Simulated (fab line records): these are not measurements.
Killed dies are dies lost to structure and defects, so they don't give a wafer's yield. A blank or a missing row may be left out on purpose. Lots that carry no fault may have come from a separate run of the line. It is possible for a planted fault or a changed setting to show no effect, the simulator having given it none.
A lot that was struck, set against a sound lot | flow sky130 | 21 out of 708 route steps
Sound: these wafers, L668.1, L668.2, L668.4. Wafers struck: L683.2, L683.3, L683.4. The cause comes at the end.
Each step with rows lists, per side, the tool, then ch with its chambers, then its first start. Under that, the readings that differ: sound wafers | struck wafers | difference of the means | sigmas: that difference in standard deviations of wafers without a fault.
alike: same words and numbers on both sides, and readings whose means sit less than 2 such deviations apart. not compared: any withheld reading, any reading some wafer has no value for, any bound like >300 that may hide the same value, and any number with overlapping values for which the record gives no deviation.
The two part at a step that has a row with sigmas, a row that says differs or no value, or rows on one side only. Numbers that don't overlap but have no deviation are shown without sigmas and don't part them. A reading that every wafer of one side lacks parts them only if that side has two wafers or more.

first, 2 steps without rows for these wafers: SKY_LDD_LDN_IMPLANT_10; SKY_LDD_LDN_IMPLANT_11.
SKY_LDD_LDN_STRIP_12: strips in O2/N2.
  sound on plasma-asher-04 ch 0,1, day 23 00:28; struck on plasma-asher-03 ch 0,1, day 28 16:13
  reading                     | sound       | struck      | difference | sigmas
  drypump-motor-current-A (A) | 5.6 6.1 6.1 | 4.9 5.5 4.9 | -0.8       | -2
  alike: oes-product-au, strip-time-to-endpoint-s
  not compared: rf-hours-counter-h
SKY_LDD_LDN_TW_MEAS_13:
  sound on film-metro-01 at day 23 00:34; struck on film-metro-01 at day 28 16:19
  alike: LDD_LDN_TW
then, 2 steps without rows for these wafers: SKY_LDD_LDN_CLEAN_14 (cleans in SC1/SC2, time 150 s); SKY_SPACER_CVD_00 (deposits Si3N4 from DCS/NH3, target thk 43.1 nm, time 740 s).
SKY_SPACER_THK_MEAS_01:
  sound on film-metro-02 at day 23 02:49; struck on film-metro-02 at day 28 18:08
  reading                | sound          | struck         | difference | sigmas
  SPACER_CVD_00_THK (nm) | 43.5 43.5 43.7 | 42.2 42.4 42.0 | -1.4       | -4
SKY_SPACER_ETCHBACK_02: etches Si3N4 in CH3F/O2, stops on SiO2, time 46.7 s, target depth 45 nm.
  sound on rie-diel-01 ch 0,2,3, day 23 02:53; struck on rie-diel-02 ch 1,2,3, day 28 18:11
  alike: drypump-motor-current-A, oes-product-au, throttle-valve-pct
  not compared: rf-hours-counter-h
then, 4 steps without rows for these wafers: SKY_POLY_CUT_DEHYDRATE_00 (time 60 s); SKY_POLY_CUT_HMDS_01 (prime time 60 s); SKY_POLY_CUT_COAT_02 (resist thk 60 nm); SKY_POLY_CUT_COAT_03 (resist thk 450 nm).
SKY_POLY_CUT_SOFTBAKE_04: time 90 s.
  sound on litho-track-02 ch 0, day 23 17:00; struck on litho-track-02 ch 0, day 29 07:00
  reading                  | sound              | struck            | difference | sigmas
  heater-power-total-W (W) | 57.45 57.36 57.48  | 54.56 54.72 54.47 | -2.85      | -26
  plate-temp-C (C)         | 99.94 100.21 99.91 | 96.34 96.11 96.30 | -3.77      | -34
then, 2 steps without rows for these wafers: SKY_POLY_CUT_EXPOSE_05 (exposes mask NPCM, target cd 270 nm); SKY_POLY_CUT_PEB_06.
SKY_POLY_CUT_DEVELOP_07: develop time 60 s.
  sound on litho-track-03 ch 0; struck on litho-track-03 ch 0
  reading                                         | sound             | struck            | difference | sigmas
  model.KrF-thick_of_POLY_CUT_COAT_03.thk-nm (nm) | 433.3 433.2 432.6 | 439.7 439.6 438.7 | +6.3       |
SKY_POLY_CUT_CD_MEAS_08: the cd target is 270 nm.
  sound on cd-sem-01 at day 24 08:29; struck on cd-sem-01 at day 29 21:55
  alike: cd-nm
SKY_POLY_CUT_OVL_MEAS_09:
  sound on overlay-01 at day 24 08:37; struck on overlay-02 at day 29 22:01
  alike: POLY_CUT_OVL
SKY_POLY_CUT_ETCH_10: etches BARC in N2/H2, stops on SiO2, time 45.9 s, target depth 60 nm.
  sound on rie-diel-04 ch 0,3, day 24 08:38; struck on rie-diel-01 ch 0,1,2, day 29 22:02
  reading                                         | sound             | struck            | difference | sigmas
  model.KrF-thick_of_POLY_CUT_COAT_03.thk-nm (nm) | 406.1 405.2 404.4 | 411.7 411.4 410.1 | +5.8       |
  alike: drypump-motor-current-A, h2-flow-sccm, oes-product-au, throttle-valve-pct
  not compared: rf-hours-counter-h
SKY_POLY_CUT_ETCH_11: etches Si3N4 in CF4/CH2F2/Ar, stops on poly-Si, time 42.5 s, target depth 60 nm.
  sound on rie-diel-04 ch 0,3, day 24 08:41; struck on rie-diel-01 ch 0,1,2, day 29 22:05
  alike: drypump-motor-current-A, oes-product-au, throttle-valve-pct
  not compared: rf-hours-counter-h
after that, 1 step had no rows for these wafers: SKY_PAD_OPEN_PROBE_99.

== WHERE THEY PART ==
At SKY_LDD_LDN_STRIP_12 first; at SKY_POLY_CUT_SOFTBAKE_04 last (within this record only). Later steps at which nothing parts them and some readings are alike: SKY_POLY_CUT_CD_MEAS_08, SKY_POLY_CUT_OVL_MEAS_09, SKY_POLY_CUT_ETCH_10, SKY_POLY_CUT_ETCH_11.

WHY: what the simulator had put in
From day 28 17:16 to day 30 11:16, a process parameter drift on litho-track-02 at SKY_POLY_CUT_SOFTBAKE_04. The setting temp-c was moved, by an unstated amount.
